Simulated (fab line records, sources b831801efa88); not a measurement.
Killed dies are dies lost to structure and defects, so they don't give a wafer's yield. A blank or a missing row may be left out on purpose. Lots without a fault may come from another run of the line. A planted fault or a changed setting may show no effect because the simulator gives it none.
Which tool did it? | flow sky130 | 13 lots, 36 wafers sampled, at 5 steps of a route of 708

WHAT THE GAUGES READ, wafer by wafer
SKY_LDD_N_OVL_MEAS_07.
lot  | measured     | on         | LDD_N_OVL (nm)
L191 | day 17 15:02 | overlay-01 | -2.5 -1.3 -1.9
L192 | day 17 20:23 | overlay-01 | -0.6 -1.4 -0.2
L195 | day 20 09:30 | overlay-01 | -0.6 -0.7 -2.9
L197 | day 20 13:01 | overlay-02 | 0.7 1.6 0.7
L198 | day 20 13:29 | overlay-01 | -2.4 -2.6 -1.5
L199 | day 20 21:26 | overlay-02 | 2.3 3.2 2.5
L200 | day 21 02:45 | overlay-02 | -1.1 -1.9 -2.1
L201 | day 21 20:47 | overlay-01 | -1.6 -1.2
L202 | day 21 21:52 | overlay-02 | 1.2 1.4
L203 | day 22 03:14 | overlay-01 | -0.5 -0.5
L210 | day 24 15:21 | overlay-02 | -1.0 1.7 0.3
L212 | day 25 02:04 | overlay-01 | -2.6 -3.4 -2.4
L214 | day 25 17:47 | overlay-02 | 1.1 0.0 -0.1

SKY_LDD_P_TW_MEAS_11.
lot  | measured     | on            | LDD_P_TW
L191 | day 18 23:08 | film_metro-03 | 636 636 636
L192 | day 19 04:06 | film_metro-03 | 634 637 633
L195 | day 21 17:43 | film_metro-03 | 635 634 632
L197 | day 21 21:32 | film_metro-02 | 626 627 629
L198 | day 21 22:56 | film_metro-02 | 629 623 627
L199 | day 22 05:32 | film_metro-02 | 622 625 629
L200 | day 22 11:31 | film_metro-02 | 625 627 626
L201 | day 23 05:12 | film_metro-02 | 592 624
L202 | day 23 06:05 | film_metro-04 | 602 598
L203 | day 23 11:32 | film_metro-04 | 599 633
L210 | day 25 22:04 | film_metro-03 | 633 628 634
L212 | day 26 08:17 | film_metro-04 | 636 635 639
L214 | day 26 23:44 | film_metro-03 | 632 631 638

SKY_LDD_HVN_TW_MEAS_10.
lot  | measured     | on            | LDD_HVN_TW
L191 | day 20 05:44 | film_metro-04 | 1435 1440 1435
L192 | day 20 10:26 | film_metro-01 | 1425 1411 1422
L195 | day 22 23:58 | film_metro-03 | 1429 1431 1421
L197 | day 23 04:35 | film_metro-01 | 1399 1411 1416
L198 | day 23 05:49 | film_metro-01 | 1410 1409 1416
L199 | day 23 11:25 | film_metro-01 | 1422 1414 1417
L200 | day 23 16:59 | film_metro-03 | 1421 1424 1425
L201 | day 24 10:38 | film_metro-04 | 1434 1435
L202 | day 24 11:32 | film_metro-04 | 1430 1440
L203 | day 24 17:05 | film_metro-04 | 1435 1443
L210 | day 27 03:03 | film_metro-04 | 1442 1444 1439
L212 | day 27 13:02 | film_metro-03 | 1429 1425 1431
L214 | day 28 04:19 | film_metro-03 | 1432 1441 1436

WHICH TOOL RAN EACH LOT (tool, then ch and the chambers of the sampled wafers, then the start)
lot  | SKY_POLY_GATE_ETCH_16              | SKY_LDD_P_IMPLANT_09
L191 | rie_diel-03 ch 1,2,3, day 16 08:26 | implanter-03 ch 0, day 18 22:53
L192 | rie_diel-03 ch 0,3, day 16 12:26   | implanter-04 ch 0, day 19 03:53
L195 | rie_diel-04 ch 0,1,2, day 19 00:55 | implanter-02 ch 0, day 21 17:29
L197 | rie_diel-04 ch 0,1,3, day 19 04:20 | implanter-02 ch 0, day 21 21:17
L198 | rie_diel-03 ch 0,2, day 19 04:52   | implanter-04 ch 0, day 21 22:41
L199 | rie_diel-02 ch 1,3, day 19 12:20   | implanter-04 ch 0, day 22 05:17
L200 | rie_diel-02 ch 2,3, day 19 17:08   | implanter-04 ch 0, day 22 11:18
L201 | rie_diel-04 ch 0,1, day 20 11:43   | implanter-04 ch 0, day 23 04:57
L202 | rie_diel-02 ch 0,3, day 20 12:59   | implanter-04 ch 0, day 23 05:50
L203 | rie_diel-02 ch 1,2, day 20 18:29   | implanter-04 ch 0, day 23 11:17
L210 | rie_diel-02 ch 0,1,2, day 23 08:41 | implanter-02 ch 0, day 25 21:51
L212 | rie_diel-04 ch 1,2,3, day 23 18:44 | implanter-02 ch 0, day 26 08:02
L214 | rie_diel-02 ch 0,3, day 24 11:23   | implanter-03 ch 0, day 26 23:29
- SKY_POLY_GATE_ETCH_16: etches Si3N4 in CH3F/O2, stops on poly-Si, time 147.5 s, target depth 75 nm.
- SKY_LDD_P_IMPLANT_09

WHAT THE TOOLS THEMSELVES READ (means of the sampled wafers that have a number; where no wafer has one, the mark that the record gives instead)
SKY_POLY_GATE_ETCH_16.
lot  | tool        | drypump_motor_current_A (A) | oes_product_au (a.u.) | throttle_valve_pct (%)
L191 | rie_diel-03 | 5.5                         | 0.641                 | 10.532
L192 | rie_diel-03 | 5.3                         | 0.642                 | 10.541
L195 | rie_diel-04 | 6.2                         | 0.645                 | 10.531
L197 | rie_diel-04 | 6.0                         | 0.636                 | 10.542
L198 | rie_diel-03 | 4.9                         | 0.639                 | 10.537
L199 | rie_diel-02 | 5.4                         | 0.643                 | 10.534
L200 | rie_diel-02 | 5.4                         | 0.645                 | 10.534
L201 | rie_diel-04 | 6.2                         | 0.639                 | 10.527
L202 | rie_diel-02 | 5.7                         | 0.638                 | 10.527
L203 | rie_diel-02 | 5.2                         | 0.641                 | 10.541
L210 | rie_diel-02 | 5.4                         | 0.642                 | 10.538
L212 | rie_diel-04 | 6.0                         | 0.641                 | 10.534
L214 | rie_diel-02 | 5.7                         | 0.647                 | 10.532

SKY_LDD_P_IMPLANT_09.
lot  | tool         | beam_on_s (s) | faraday_current_uA
L191 | implanter-03 | 9.81          | 57.4
L192 | implanter-04 | 10.18         | 55.5
L195 | implanter-02 | 9.95          | 56.6
L197 | implanter-02 | 10.17         | 55.3
L198 | implanter-04 | 9.89          | 57.0
L199 | implanter-04 | 9.85          | 57.2
L200 | implanter-04 | 10.17         | 55.3
L201 | implanter-04 | 9.21          | 61.9
L202 | implanter-04 | 8.15          | 69.0
L203 | implanter-04 | 9.25          | 61.4
L210 | implanter-02 | 9.90          | 57.1
L212 | implanter-02 | 10.19         | 55.3
L214 | implanter-03 | 10.09         | 55.9

THE ANSWER, worked out from the rows above alone
Rule: what is usual is taken from the lots themselves. Put in order of their means at a reading, lots are off if they are a third of the lots or fewer, leave a main group of 4 or more, and stand apart from it by a gap of 3 or more times the standard deviation of the main group's means; of several such gaps the widest counts. A main group whose means are all the same, to the digits that the tables above print for the reading, isn't used. A lot without any number at a reading at which 4 lots or more have one is off too. The other lots that the step has rows for count as sound. The gauges are gone through in route order, then the tools' own readings, and for those a lot's mean is taken as printed above. The first step at which some lot is off is used, and at that step the reading that is off furthest; a lot without a number counts as furthest.
Off: L201, L202, L203, at SKY_LDD_P_IMPLANT_09 (faraday_current_uA). The main group: mean 56.3, standard deviation 0.84.
A tool fits if, at that step or a process step before it, it ran every lot that is off, and no sound lot after the first of them. One fits: implanter-04 at SKY_LDD_P_IMPLANT_09. Its last sound lot is L200 (day 22 11:18), its first lot that is off L201 (day 23 04:57): a fault that began between those two fits.
The tool's own readings at SKY_LDD_P_IMPLANT_09 bear it out: on the lots that are off they differ by more than 5 times the standard deviation of the sound lots' means. beam_on_s reads 8.87 s there against 10.02 s on the sound lots; faraday_current_uA reads 64.1 there against 56.3 on the sound lots.

WHAT THE SIMULATOR HAD PUT IN
Process parameter drift: implanter-04, from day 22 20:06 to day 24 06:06, at SKY_LDD_P_IMPLANT_09. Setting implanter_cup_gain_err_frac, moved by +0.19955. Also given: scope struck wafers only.
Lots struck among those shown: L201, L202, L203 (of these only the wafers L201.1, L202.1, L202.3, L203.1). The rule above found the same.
